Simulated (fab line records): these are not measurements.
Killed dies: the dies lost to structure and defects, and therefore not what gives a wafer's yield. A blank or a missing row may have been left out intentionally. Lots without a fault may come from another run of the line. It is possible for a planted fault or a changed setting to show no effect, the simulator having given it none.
fab line records	flow sfq-line
record: lots: 6	wafers: 18	last-day: 92
route steps=325 shown L0@4 L0V@16 M0@28
lots that met no fault: from a run of the same line without faults
start-h: hours from the record's first day to the start of the lot's first wafer shown	wait-h: how many hours have passed since the lot's step before this one	" identical to the entry in the row above	L1.1+2: one row covering several wafers at once	- no value present, or no start provided	* or withheld: withheld	< > ~ a bound
route shown NAME@n: NAME is a module with steps in the file, n the number in the route of the first one	usual: mean/standard deviation taken from wafers without a fault	same: alike in all rows	chamber/n: place in a boat	sites: the reading at each site	_std_site: their standard deviation	_edge_site: inner sites' mean taken away from outer sites' mean	radius-mm: how far each site lies from the wafer's centre	mask NAME#n: copy n	behind: the most recent tool/chamber to have shaped the wafer	hold: why the lot went on hold/how many hours it stayed there/how the hold came to an end	device: the transistor (n, p or np) that didn't switch	end of line: the same wafers' tests at the end of the route	a step with no rows: only its recipe	killed: not the wafer's yield, but the dies lost to structure and defects at the first sort	map: a wafer's dies, x killed, . not, _ none there
set.NAME: the setting that was run; set.NAME@STEP: the one run at that earlier step	model.NAME: the simulator's own value behind a step, which no gauge read
a table for each step, a row for each wafer; lots at some steps of the route
services: from which hour (start-h, from the record's first day; less than 0 if before it) a tool's chamber was out of use, for how many hours, and why
== steps ==
step: SFQ_L0_RS_MEAS_901
recipe: thk-meas-gauge: four-point-probe	reads: MoNx_KI_of_TRILAYER_L0_DEP_SPUTTER_003
usual: L0_MONX_KI_RS: 43.5/0.38
lot.wafer	tool	chamber	start-h	wait-h	L0_MONX_KI_RS[ohm/sq]
L155.1	film-metro-02	-	37.56	0.0	43.4
L155.3	"	-	"	"	43.3
L155.6	"	-	"	"	44.0
L158.1	film-metro-04	-	52.56	0.0	44.0
L158.3	"	-	"	"	43.4
L158.6	"	-	"	"	43.7
L160.1	film-metro-02	-	62.56	0.0	42.8
L160.4	"	-	"	"	43.1
L160.6	"	-	"	"	42.8
L163.1	film-metro-02	-	77.56	0.0	43.5
L163.2	"	-	"	"	43.3
L163.5	"	-	"	"	43.3
L170.1	film-metro-04	-	112.56	0.0	44.1
L170.2	"	-	"	"	43.8
L170.5	"	-	"	"	43.7
L171.1	film-metro-03	-	117.56	0.0	43.4
L171.2	"	-	"	"	43.4
L171.4	"	-	"	"	44.1
step: SFQ_L0_THK_MEAS_902
recipe: thk-meas-gauge: xrf	reads: MoNx_KI_of_TRILAYER_L0_DEP_SPUTTER_003
usual: L0_MONX_KI_THK: 40.3/0.36
lot.wafer	tool	chamber	start-h	wait-h	L0_MONX_KI_THK[nm]
L155.1	film-metro-02	-	37.68	0.1	40.4
L155.3	"	-	"	"	40.6
L155.6	"	-	"	"	39.9
L158.1	film-metro-04	-	52.68	0.1	39.9
L158.3	"	-	"	"	40.6
L158.6	"	-	"	"	40.0
L160.1	film-metro-02	-	62.68	0.1	40.9
L160.4	"	-	"	"	40.3
L160.6	"	-	"	"	40.9
L163.1	film-metro-02	-	77.68	0.1	40.1
L163.2	"	-	"	"	40.4
L163.5	"	-	"	"	40.4
L170.1	film-metro-04	-	112.68	0.1	39.9
L170.2	"	-	"	"	40.1
L170.5	"	-	"	"	40.2
L171.1	film-metro-03	-	117.68	0.1	40.6
L171.2	"	-	"	"	40.6
L171.4	"	-	"	"	39.8
step: SFQ_TRILAYER_L0_LITHO_COAT_010
recipe: resist: BARC	spin-rpm: 3000	resist-thk-nm: 62
step: SFQ_TRILAYER_L0_LITHO_COAT_005
recipe: resist: KrF	spin-rpm: 3000	resist-thk-nm: 600
step: SFQ_TRILAYER_L0_LITHO_SOFTBAKE_009
recipe: temp-c: withheld	time-s: withheld	resist: KrF
step: SFQ_TRILAYER_L0_LITHO_EXPOSE_006
recipe: mask-id: L0	na: 0.6	source-shape: conventional	sigma-outer: 0.65	target-cd-nm: 2000	dose-mj: 14.4
step: SFQ_TRILAYER_L0_LITHO_PEB_008
recipe: peb-temp-c: 115	peb-time-s: 60	resist: KrF
step: SFQ_TRILAYER_L0_LITHO_DEVELOP_007
recipe: time-s: 60	resist: KrF
step: SFQ_TRILAYER_L0_BARC_OPEN_METAL_ETCH_010
recipe: mask-material: PR	chemistry: O2	target-depth-nm: 125	target: BARC	icp-w: 600	bias-w: 80	pressure-mtorr: 10	time-s: 41.7
usual: drypump-motor-current-A: 5.5/0.31	oes-product-au: 0.685/0.0049
lot.wafer	tool	chamber	start-h	wait-h	drypump-motor-current-A	oes-product-au	rf-hours-counter-h
L155.1	rie-metal-03	1	103.77	0.1	5.2	0.686	5
L155.3	"	0	"	"	5.9	0.687	-
L155.6	"	1	"	"	5.2	0.675	-
L158.1	rie-metal-01	1	130.15	0.1	6.0	0.687	171
L158.3	"	1	"	"	6.0	0.684	-
L158.6	"	1	"	"	6.0	0.681	-
L160.1	rie-metal-03	1	140.95	0.1	5.2	0.685	12
L160.4	"	0	"	"	5.9	0.684	-
L160.6	"	0	"	"	5.9	0.680	-
L163.1	rie-metal-04	1	162.47	0.1	5.5	0.674	40
L163.2	"	0	"	"	5.4	0.688	95
L163.5	"	0	"	"	5.4	0.684	-
L170.1	rie-metal-04	1	204.57	0.1	5.5	0.689	48
L170.2	"	0	"	"	5.4	0.683	104
L170.5	"	1	"	"	5.4	0.688	-
L171.1	rie-metal-04	1	209.37	0.1	5.5	0.691	49
L171.2	"	0	"	"	5.4	0.677	105
L171.4	"	0	"	"	5.4	0.692	-
step: SFQ_TRILAYER_L0_ETCH_METAL_ETCH_008
recipe: target: MoNx_KI	stop-on: SiO2	mask-material: PR	chemistry: SF6/O2	target-depth-nm: 50	icp-w: 600	bias-w: 80	pressure-mtorr: 10	time-s: 25
usual: drypump-motor-current-A: 5.5/0.31	oes-product-au: 0.874/0.006
lot.wafer	tool	chamber	start-h	wait-h	drypump-motor-current-A	oes-product-au	rf-hours-counter-h
L155.1	rie-metal-03	1	103.83	0.0	5.2	0.875	5
L155.3	"	0	"	"	6.0	0.871	-
L155.6	"	1	"	"	5.2	0.861	-
L158.1	rie-metal-01	1	130.21	0.0	6.0	0.863	171
L158.3	"	1	"	"	6.0	0.878	-
L158.6	"	1	"	"	6.0	0.868	-
L160.1	rie-metal-03	1	141.01	0.0	5.2	0.883	12
L160.4	"	0	"	"	5.9	0.876	-
L160.6	"	0	"	"	5.9	0.885	-
L163.1	rie-metal-04	1	162.53	0.0	5.5	0.884	40
L163.2	"	0	"	"	5.4	0.873	95
L163.5	"	0	"	"	5.4	0.876	-
L170.1	rie-metal-04	1	204.63	0.0	5.5	0.856	48
L170.2	"	0	"	"	5.4	0.870	104
L170.5	"	1	"	"	5.5	0.865	-
L171.1	rie-metal-04	1	209.43	0.0	5.5	0.873	49
L171.2	"	0	"	"	5.4	0.874	105
L171.4	"	0	"	"	5.4	0.870	-
step: SFQ_TRILAYER_L0_STRIP_STRIP_009
recipe: gas: O2	power-w: 200	platen-temp-c: 40	overash-fraction: 0.65	chemistry: O2	pressure-mtorr: 50
usual: drypump-motor-current-A: 5.5/0.31	oes-product-au: 1.003/0.013
lot.wafer	tool	chamber	start-h	wait-h	drypump-motor-current-A	oes-product-au	rf-hours-counter-h
L155.1	rie-metal-03	1	103.87	0.0	5.2	0.997	5
L155.3	"	0	"	"	5.9	1.003	-
L155.6	"	1	"	"	5.2	0.994	-
L158.1	rie-metal-01	1	130.25	0.0	6.0	1.006	171
L158.3	"	1	"	"	6.0	1.000	-
L158.6	"	1	"	"	6.0	1.004	-
L160.1	rie-metal-03	1	141.05	0.0	5.2	0.977	12
L160.4	"	0	"	"	5.9	1.015	-
L160.6	"	0	"	"	5.9	1.014	-
L163.1	rie-metal-04	1	162.58	0.0	5.5	1.006	40
L163.2	"	0	"	"	5.4	1.002	95
L163.5	"	0	"	"	5.4	1.006	-
L170.1	rie-metal-04	1	204.68	0.0	5.5	1.013	49
L170.2	"	0	"	"	5.4	1.013	104
L170.5	"	1	"	"	5.4	1.006	-
L171.1	rie-metal-04	1	209.48	0.0	5.5	1.007	49
L171.2	"	0	"	"	5.4	1.005	105
L171.4	"	0	"	"	5.4	0.993	-
step: SFQ_TRILAYER_L0_STRIP_SOLV_CLEAN_010
recipe: chemistry: NMP	temp-c: 70	time-s: 600
step: SFQ_TRILAYER_L0_CAP_PECVD_011
recipe: material: SiO2	temp-c: 150	time-s: 13.333	pressure-torr: 2.4	rf-w: 183.3	precursor: SiH4/N2O	target-thk-nm: 60
usual: heater-power-w: 83/12	throttle-valve-pct: 24.9/1.5
lot.wafer	tool	chamber	start-h	wait-h	heater-power-w	throttle-valve-pct	model.SiO2_of_TRILAYER_L0_CAP_PECVD_011.thk-nm
L155.1	pecvd-03	1	104.68	0.0	96	23.9	58.71
L155.3	"	0	"	"	108	23.6	59.6
L155.6	"	1	"	"	100	24.0	59.52
L158.1	pecvd-04	1	131.03	0.0	83	28.3	59.78
L158.3	"	2	"	"	62	25.2	59.25
L158.6	"	2	"	"	62	25.1	59.51
L160.1	pecvd-01	0	141.83	0.0	79	23.8	59.73
L160.4	"	0	"	"	75	23.4	59.98
L160.6	"	1	"	"	76	23.5	60.61
L163.1	pecvd-03	2	163.35	0.0	83	25.2	61.24
L163.2	"	0	"	"	108	23.9	60.01
L163.5	"	2	"	"	84	25.3	61.33
L170.1	pecvd-01	2	205.45	0.0	83	24.5	38.48
L170.2	"	1	"	"	66	23.3	59.17
L170.5	"	0	"	"	84	23.6	61.71
L171.1	pecvd-01	2	210.25	0.0	70	24.4	39.09
L171.2	"	1	"	"	68	23.3	60.13
L171.4	"	2	"	"	71	24.4	59.99
step: SFQ_TRILAYER_L0_VIA_LITHO_COAT_018
recipe: resist: BARC	spin-rpm: 3000	resist-thk-nm: 62
step: SFQ_TRILAYER_L0_VIA_LITHO_COAT_013
recipe: resist: KrF	spin-rpm: 3000	resist-thk-nm: 650
step: SFQ_TRILAYER_L0_VIA_LITHO_SOFTBAKE_017
recipe: temp-c: withheld	time-s: withheld	resist: KrF
step: SFQ_TRILAYER_L0_VIA_LITHO_EXPOSE_014
recipe: mask-id: L0V	na: 0.6	source-shape: conventional	sigma-outer: 0.65	target-cd-nm: 700	dose-mj: 21.3
step: SFQ_TRILAYER_L0_VIA_LITHO_PEB_016
recipe: peb-temp-c: 115	peb-time-s: 60	resist: KrF
step: SFQ_TRILAYER_L0_VIA_LITHO_DEVELOP_015
recipe: time-s: 60	resist: KrF
step: SFQ_L0V_OVL_MEAS_903
usual: L0V_OVL: 0/5.1
lot.wafer	tool	chamber	start-h	wait-h	L0V_OVL[nm]
L155.1	overlay-02	-	198.79	0.1	-7
L155.3	"	-	"	"	1
L155.6	"	-	"	"	6
L158.1	overlay-01	-	228.57	0.1	-2
L158.3	"	-	"	"	-1
L158.6	"	-	"	"	-6
L160.1	overlay-02	-	243.87	0.1	3
L160.4	"	-	"	"	3
L160.6	"	-	"	"	0
L163.1	overlay-02	-	265.47	0.1	-7
L163.2	"	-	"	"	-4
L163.5	"	-	"	"	-9
L170.1	overlay-01	-	318.09	0.1	-2
L170.2	"	-	"	"	4
L170.5	"	-	"	"	2
L171.1	overlay-02	-	322.89	0.1	-4
L171.2	"	-	"	"	1
L171.4	"	-	"	"	-2
step: SFQ_TRILAYER_L0_VIA_BARC_OPEN_VIA_ETCH_021
recipe: mask-material: PR	chemistry: O2	target-depth-nm: 125	target: BARC	source-w: 500	bias-w: 80	pressure-mtorr: 30	time-s: 41.7
usual: drypump-motor-current-A: 5.6/0.46	oes-product-au: 0.685/0.0049
lot.wafer	tool	chamber	start-h	wait-h	drypump-motor-current-A	oes-product-au	rf-hours-counter-h
L155.1	rie-diel-01	2	198.83	0.0	5.7	0.675	3
L155.3	"	3	"	"	4.9	0.684	74
L155.6	"	2	"	"	5.7	0.675	-
L158.1	rie-diel-02	0	228.61	0.0	5.8	0.687	9
L158.3	"	3	"	"	6.2	0.684	12
L158.6	"	3	"	"	6.2	0.682	-
L160.1	rie-diel-01	0	243.90	0.0	5.9	0.681	6
L160.4	"	1	"	"	6.1	0.683	10
L160.6	"	2	"	"	5.7	0.689	-
L163.1	rie-diel-02	3	265.50	0.0	6.3	0.682	12
L163.2	"	1	"	"	5.4	0.691	54
L163.5	"	3	"	"	6.2	0.692	-
L170.1	rie-diel-01	0	318.13	0.0	5.9	0.688	7
L170.2	"	3	"	"	4.9	0.690	76
L170.5	"	3	"	"	4.8	0.691	-
L171.1	rie-diel-02	3	322.93	0.0	6.2	0.680	13
L171.2	"	0	"	"	5.9	0.679	11
L171.4	"	2	"	"	6.0	0.688	3
step: SFQ_TRILAYER_L0_VIA_ETCH_VIA_ETCH_016
recipe: target: SiO2	stop-on: MoNx_KI	mask-material: PR	chemistry: CHF3	target-depth-nm: 80	source-w: 500	bias-w: 80	pressure-mtorr: 30	time-s: withheld
usual: drypump-motor-current-A: 5.6/0.46	oes-product-au: 0.842/0.0092
lot.wafer	tool	chamber	start-h	wait-h	drypump-motor-current-A	oes-product-au	model.etch.depth-nm	model.L0V.feature-depth-nm
L155.1	rie-diel-01	2	198.87	0.0	5.7	0.831	58.71	58.71
L155.3	"	3	"	"	4.9	0.831	59.6	59.6
L155.6	"	2	"	"	5.7	0.839	59.52	59.52
L158.1	rie-diel-02	0	228.65	0.0	5.9	0.840	59.78	59.78
L158.3	"	3	"	"	6.2	0.829	59.25	59.25
L158.6	"	3	"	"	6.2	0.841	59.51	59.51
L160.1	rie-diel-01	0	243.94	0.0	5.9	0.842	59.73	59.73
L160.4	"	1	"	"	6.1	0.841	59.98	59.98
L160.6	"	2	"	"	5.7	0.841	60.61	60.61
L163.1	rie-diel-02	3	265.54	0.0	6.2	0.840	61.24	61.24
L163.2	"	1	"	"	5.4	0.851	60.01	60.01
L163.5	"	3	"	"	6.2	0.856	61.33	61.33
L170.1	rie-diel-01	0	318.17	0.0	5.9	0.683	38.48	38.48
L170.2	"	3	"	"	4.8	0.835	59.17	59.17
L170.5	"	3	"	"	4.8	0.858	61.71	61.71
L171.1	rie-diel-02	3	322.97	0.0	6.2	0.686	39.09	39.09
L171.2	"	0	"	"	5.8	0.843	60.13	60.13
L171.4	"	2	"	"	6.0	0.841	59.99	59.99
step: SFQ_TRILAYER_L0_VIA_STRIP_STRIP_017
recipe: gas: O2	power-w: 200	platen-temp-c: 40	overash-fraction: 0.65	chemistry: O2	pressure-mtorr: 50
step: SFQ_TRILAYER_L0_VIA_STRIP_SOLV_CLEAN_018
recipe: chemistry: NMP	temp-c: 70	time-s: 600
step: SFQ_TRILAYER_M0_DEP_PRE_CLEAN_020
recipe: gas: Ar	time-s: 15	bias-v: 250
lot.wafer	tool	chamber	start-h	wait-h	model.SiO2_of_TRILAYER_L0_CAP_PECVD_011.thk-nm
L155.1	pvd-sputter-05	-	199.69	0.0	53.71
L155.3	"	-	"	"	54.6
L155.6	"	-	"	"	54.52
L158.1	pvd-sputter-05	-	230.07	0.0	54.78
L158.3	"	-	"	"	54.25
L158.6	"	-	"	"	54.51
L160.1	pvd-sputter-05	-	244.78	0.0	54.73
L160.4	"	-	"	"	54.98
L160.6	"	-	"	"	55.61
L163.1	pvd-sputter-05	-	266.38	0.0	56.25
L163.2	"	-	"	"	55.01
L163.5	"	-	"	"	56.33
L170.1	pvd-sputter-03	-	319.00	0.0	33.48
L170.2	"	-	"	"	54.17
L170.5	"	-	"	"	56.71
L171.1	pvd-sputter-05	-	323.79	0.0	34.09
L171.2	"	-	"	"	55.13
L171.4	"	-	"	"	54.99
step: SFQ_TRILAYER_M0_DEP_SPUTTER_019
recipe: material: Nb	base-pressure-pa: 1.33e-06	chamber-pressure-pa: 0.1333	substrate-temp-c: 20	resputter-cathode-voltage-v: 400	target-thk-nm: 200	power-w: 2000	time-s: 133.3
usual: throttle-valve-pct: 29.9/1.3
lot.wafer	tool	chamber	start-h	wait-h	throttle-valve-pct
L155.1	pvd-sputter-05	-	199.72	0.0	28.1
L155.3	"	-	"	"	31.4
L155.6	"	-	"	"	31.5
L158.1	pvd-sputter-05	-	230.10	0.0	28.4
L158.3	"	-	"	"	31.2
L158.6	"	-	"	"	31.1
L160.1	pvd-sputter-05	-	244.81	0.0	28.4
L160.4	"	-	"	"	31.0
L160.6	"	-	"	"	31.6
L163.1	pvd-sputter-05	-	266.41	0.0	30.9
L163.2	"	-	"	"	31.1
L163.5	"	-	"	"	31.2
L170.1	pvd-sputter-03	-	319.03	0.0	28.3
L170.2	"	-	"	"	30.7
L170.5	"	-	"	"	30.0
L171.1	pvd-sputter-05	-	323.81	0.0	31.4
L171.2	"	-	"	"	30.9
L171.4	"	-	"	"	31.2
== services ==
tool	chamber	start-h	hours	kind
pecvd-04	-	88.89	5.1	repair
pecvd-01	-	89.76	4.3	pm
pvd-sputter-05	-	102.09	0.8	repair
rie-diel-02	2	107.23	9.8	repair
pvd-sputter-03	-	110.36	1.6	repair
rie-diel-01	2	111.04	8.3	repair
rie-metal-04	1	114.57	9.9	repair
rie-diel-02	-	128.68	2.8	pm
rie-metal-04	0	138.44	10.4	repair
pvd-sputter-03	-	143.00	3.4	repair
rie-metal-03	0	143.24	1.1	repair
rie-metal-01	0	158.80	15.6	repair
rie-metal-03	-	170.82	1.0	repair
rie-diel-01	2	181.48	12.9	repair
pecvd-01	-	181.70	1.9	repair
pecvd-03	-	192.70	28.1	pm
rie-metal-04	-	200.26	0.3	repair
rie-metal-03	0	220.16	9.1	repair
rie-diel-02	1	220.18	11.1	repair
rie-metal-01	1	254.07	5.4	repair
pvd-sputter-05	2	267.68	-	consumable-replace:kit
pecvd-04	-	273.67	3.8	repair
rie-diel-02	1	308.51	4.9	repair
rie-metal-01	0	313.05	14.9	repair
== key ==
first-sign: step: SFQ_TRILAYER_L0_VIA_ETCH_VIA_ETCH_016	reading: oes-product-au	direction: down	sigmas: 17	usual: 0.842	struck: 0.685
effect none on later readings
model-effect: step: SFQ_TRILAYER_L0_CAP_PECVD_011	value: SiO2_of_TRILAYER_L0_CAP_PECVD_011.thk-nm	without: 58.87	struck: 38.78
model-effect: step: SFQ_TRILAYER_L0_VIA_ETCH_VIA_ETCH_016	value: etch.depth-nm	without: 58.87	struck: 38.78
model-effect: step: SFQ_TRILAYER_M0_DEP_PRE_CLEAN_020	value: SiO2_of_TRILAYER_L0_CAP_PECVD_011.thk-nm	without: 53.87	struck: 33.78
met-at SFQ_TRILAYER_L0_CAP_PECVD_011
struck-wafers L170.1,L171.1
onset-between 141.83 205.45
fault: kind: process-parameter-drift	tool: pecvd-01	chamber: -	onset-h: 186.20	steps: SFQ_TRILAYER_L0_CAP_PECVD_011	channel: target-thk-nm	offset: -20.239	shape: step	end-h: 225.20	scope: struck-wafers-only	acts-in: these-recipes-only	stated: 60
